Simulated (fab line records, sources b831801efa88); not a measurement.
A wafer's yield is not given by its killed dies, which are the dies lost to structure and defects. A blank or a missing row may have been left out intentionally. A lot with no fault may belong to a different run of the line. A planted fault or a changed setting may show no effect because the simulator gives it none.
Shared-tool check / flow sky130 / Sample size 14 lots and 42 wafers

## WHAT PROMPTED THE OPENING
Of 14 lots, 2 have the reading LDD_HVP_TW flagged at SKY_LDD_HVP_TW_MEAS_10. Wafers without a fault read 455, standard deviation 3.7.
Rule: a lot gets a flag if all its wafers with a number sit over 4 standard deviations from that mean, or if no wafer of it has a number. As for the other lots, they are considered sound.

lot=L217; measured=day 21 18:50; on=film metro-03; LDD_HVP_TW, wafer by wafer=453 453 452; flag=
lot=L218; measured=day 21 20:52; on=film metro-04; LDD_HVP_TW, wafer by wafer=456 455 457; flag=
lot=L219; measured=day 22 09:59; on=film metro-03; LDD_HVP_TW, wafer by wafer=452 451 449; flag=
lot=L220; measured=day 22 19:17; on=film metro-03; LDD_HVP_TW, wafer by wafer=452 448 451; flag=
lot=L222; measured=day 23 09:12; on=film metro-04; LDD_HVP_TW, wafer by wafer=458 456 457; flag=
lot=L223; measured=day 24 13:47; on=film metro-01; LDD_HVP_TW, wafer by wafer=458 457 459; flag=
lot=L228; measured=day 25 21:14; on=film metro-01; LDD_HVP_TW, wafer by wafer=458 460 458; flag=
lot=L230; measured=day 26 16:38; on=film metro-04; LDD_HVP_TW, wafer by wafer=30 30 30; flag=FLAGGED
lot=L232; measured=day 27 06:05; on=film metro-03; LDD_HVP_TW, wafer by wafer=30 30 30; flag=FLAGGED
lot=L233; measured=day 27 06:41; on=film metro-01; LDD_HVP_TW, wafer by wafer=456 457 456; flag=
lot=L234; measured=day 27 10:35; on=film metro-04; LDD_HVP_TW, wafer by wafer=460 458 458; flag=
lot=L235; measured=day 27 22:38; on=film metro-04; LDD_HVP_TW, wafer by wafer=458 458 458; flag=
lot=L238; measured=day 28 20:44; on=film metro-01; LDD_HVP_TW, wafer by wafer=456 458 460; flag=
lot=L240; measured=day 29 09:18; on=film metro-04; LDD_HVP_TW, wafer by wafer=459 456 459; flag=
Flagged lots average 30: -425 relative to the usual, that is -99 or more standard deviations.

## EACH LOT AND THE TOOL IT RAN ON
The record holds 3 process steps before the reading, out of a route of 708 steps. Each cell gives the tool, then ch followed by the chambers the sampled wafers passed through, then the start.
lot=L217; flag=; SKY_LDD_P_STRIP_10=plasma asher-01 ch 0, day 19 05:36; SKY_LDD_HVN_STRIP_09=plasma asher-01 ch 0,1, day 20 11:50; SKY_LDD_HVP_STRIP_09=plasma asher-03 ch 0,1, day 21 18:44
lot=L218; flag=; SKY_LDD_P_STRIP_10=plasma asher-03 ch 0,1, day 19 06:10; SKY_LDD_HVN_STRIP_09=plasma asher-04 ch 0,1, day 20 13:12; SKY_LDD_HVP_STRIP_09=plasma asher-04 ch 0,1, day 21 20:45
lot=L219; flag=; SKY_LDD_P_STRIP_10=plasma asher-03 ch 0,1, day 19 20:24; SKY_LDD_HVN_STRIP_09=plasma asher-04 ch 0,1, day 21 03:05; SKY_LDD_HVP_STRIP_09=plasma asher-02 ch 0,1, day 22 09:53
lot=L220; flag=; SKY_LDD_P_STRIP_10=plasma asher-02 ch 0,1, day 20 04:54; SKY_LDD_HVN_STRIP_09=plasma asher-04 ch 0,1, day 21 11:53; SKY_LDD_HVP_STRIP_09=plasma asher-04 ch 0,1, day 22 19:11
lot=L222; flag=; SKY_LDD_P_STRIP_10=plasma asher-02 ch 0,1, day 20 19:29; SKY_LDD_HVN_STRIP_09=plasma asher-01 ch 0,1, day 22 02:35; SKY_LDD_HVP_STRIP_09=plasma asher-03 ch 0,1, day 23 09:07
lot=L223; flag=; SKY_LDD_P_STRIP_10=plasma asher-02 ch 0,1, day 22 00:16; SKY_LDD_HVN_STRIP_09=plasma asher-04 ch 0,1, day 23 07:23; SKY_LDD_HVP_STRIP_09=plasma asher-02 ch 0,1, day 24 13:41
lot=L228; flag=; SKY_LDD_P_STRIP_10=plasma asher-02 ch 0,1, day 23 11:33; SKY_LDD_HVN_STRIP_09=plasma asher-01 ch 0,1, day 24 16:47; SKY_LDD_HVP_STRIP_09=plasma asher-02 ch 0,1, day 25 21:08
lot=L230; flag=FLAGGED; SKY_LDD_P_STRIP_10=plasma asher-02 ch 0,1, day 24 07:33; SKY_LDD_HVN_STRIP_09=plasma asher-04 ch 0,1, day 25 12:23; SKY_LDD_HVP_STRIP_09=plasma asher-02 ch 0,1, day 26 16:32
lot=L232; flag=FLAGGED; SKY_LDD_P_STRIP_10=plasma asher-01 ch 0,1, day 24 20:54; SKY_LDD_HVN_STRIP_09=plasma asher-03 ch 0,1, day 26 02:11; SKY_LDD_HVP_STRIP_09=plasma asher-04 ch 1, day 27 05:59
lot=L233; flag=; SKY_LDD_P_STRIP_10=plasma asher-03 ch 0,1, day 24 21:18; SKY_LDD_HVN_STRIP_09=plasma asher-03 ch 0,1, day 26 02:29; SKY_LDD_HVP_STRIP_09=plasma asher-03 ch 0,1, day 27 06:35
lot=L234; flag=; SKY_LDD_P_STRIP_10=plasma asher-01 ch 0,1, day 25 01:22; SKY_LDD_HVN_STRIP_09=plasma asher-03 ch 0,1, day 26 06:04; SKY_LDD_HVP_STRIP_09=plasma asher-04 ch 0,1, day 27 10:29
lot=L235; flag=; SKY_LDD_P_STRIP_10=plasma asher-01 ch 0,1, day 25 13:39; SKY_LDD_HVN_STRIP_09=plasma asher-03 ch 0,1, day 26 17:56; SKY_LDD_HVP_STRIP_09=plasma asher-03 ch 0,1, day 27 22:32
lot=L238; flag=; SKY_LDD_P_STRIP_10=plasma asher-01 ch 0,1, day 26 12:39; SKY_LDD_HVN_STRIP_09=plasma asher-01 ch 1, day 27 17:08; SKY_LDD_HVP_STRIP_09=plasma asher-02 ch 0,1, day 28 20:38
lot=L240; flag=; SKY_LDD_P_STRIP_10=plasma asher-01 ch 0,1, day 27 00:01; SKY_LDD_HVN_STRIP_09=plasma asher-03 ch 0,1, day 28 05:29; SKY_LDD_HVP_STRIP_09=plasma asher-02 ch 0,1, day 29 09:12
These steps, and what they do:
- SKY_LDD_P_STRIP_10: strips in O2/N2.
- SKY_LDD_HVN_STRIP_09: strips in O2/N2.
- SKY_LDD_HVP_STRIP_09: strips in O2/N2.
- SKY_LDD_HVP_TW_MEAS_10

## FLAGGED AGAINST TOTAL, ONE TOOL AT A TIME (gauges that did the reading follow at the end)
step=SKY_LDD_P_STRIP_10; tool=plasma asher-01; lots run=6; flagged=1; share of the flagged lots=some; sound lots run after its first flagged lot=4 (L234,L235,L238,L240)
step=SKY_LDD_P_STRIP_10; tool=plasma asher-02; lots run=5; flagged=1; share of the flagged lots=some; sound lots run after its first flagged lot=0
step=SKY_LDD_P_STRIP_10; tool=plasma asher-03; lots run=3; flagged=0; share of the flagged lots=none; sound lots run after its first flagged lot=-
step=SKY_LDD_HVN_STRIP_09; tool=plasma asher-01; lots run=4; flagged=0; share of the flagged lots=none; sound lots run after its first flagged lot=-
step=SKY_LDD_HVN_STRIP_09; tool=plasma asher-03; lots run=5; flagged=1; share of the flagged lots=some; sound lots run after its first flagged lot=4 (L233,L234,L235,L240)
step=SKY_LDD_HVN_STRIP_09; tool=plasma asher-04; lots run=5; flagged=1; share of the flagged lots=some; sound lots run after its first flagged lot=0
step=SKY_LDD_HVP_STRIP_09; tool=plasma asher-02; lots run=6; flagged=1; share of the flagged lots=some; sound lots run after its first flagged lot=2 (L238,L240)
step=SKY_LDD_HVP_STRIP_09; tool=plasma asher-03; lots run=4; flagged=0; share of the flagged lots=none; sound lots run after its first flagged lot=-
step=SKY_LDD_HVP_STRIP_09; tool=plasma asher-04; lots run=4; flagged=1; share of the flagged lots=some; sound lots run after its first flagged lot=1 (L234)
step=SKY_LDD_HVP_TW_MEAS_10; tool=film metro-01; lots run=4; flagged=0; share of the flagged lots=none; sound lots run after its first flagged lot=-
step=SKY_LDD_HVP_TW_MEAS_10; tool=film metro-03; lots run=4; flagged=1; share of the flagged lots=some; sound lots run after its first flagged lot=0
step=SKY_LDD_HVP_TW_MEAS_10; tool=film metro-04; lots run=6; flagged=1; share of the flagged lots=some; sound lots run after its first flagged lot=3 (L234,L235,L240)

## WHAT IS ALLOWED BY THE TABLE
No row of the table ran every flagged lot.

## WHAT WAS PUT IN BY THE SIMULATOR
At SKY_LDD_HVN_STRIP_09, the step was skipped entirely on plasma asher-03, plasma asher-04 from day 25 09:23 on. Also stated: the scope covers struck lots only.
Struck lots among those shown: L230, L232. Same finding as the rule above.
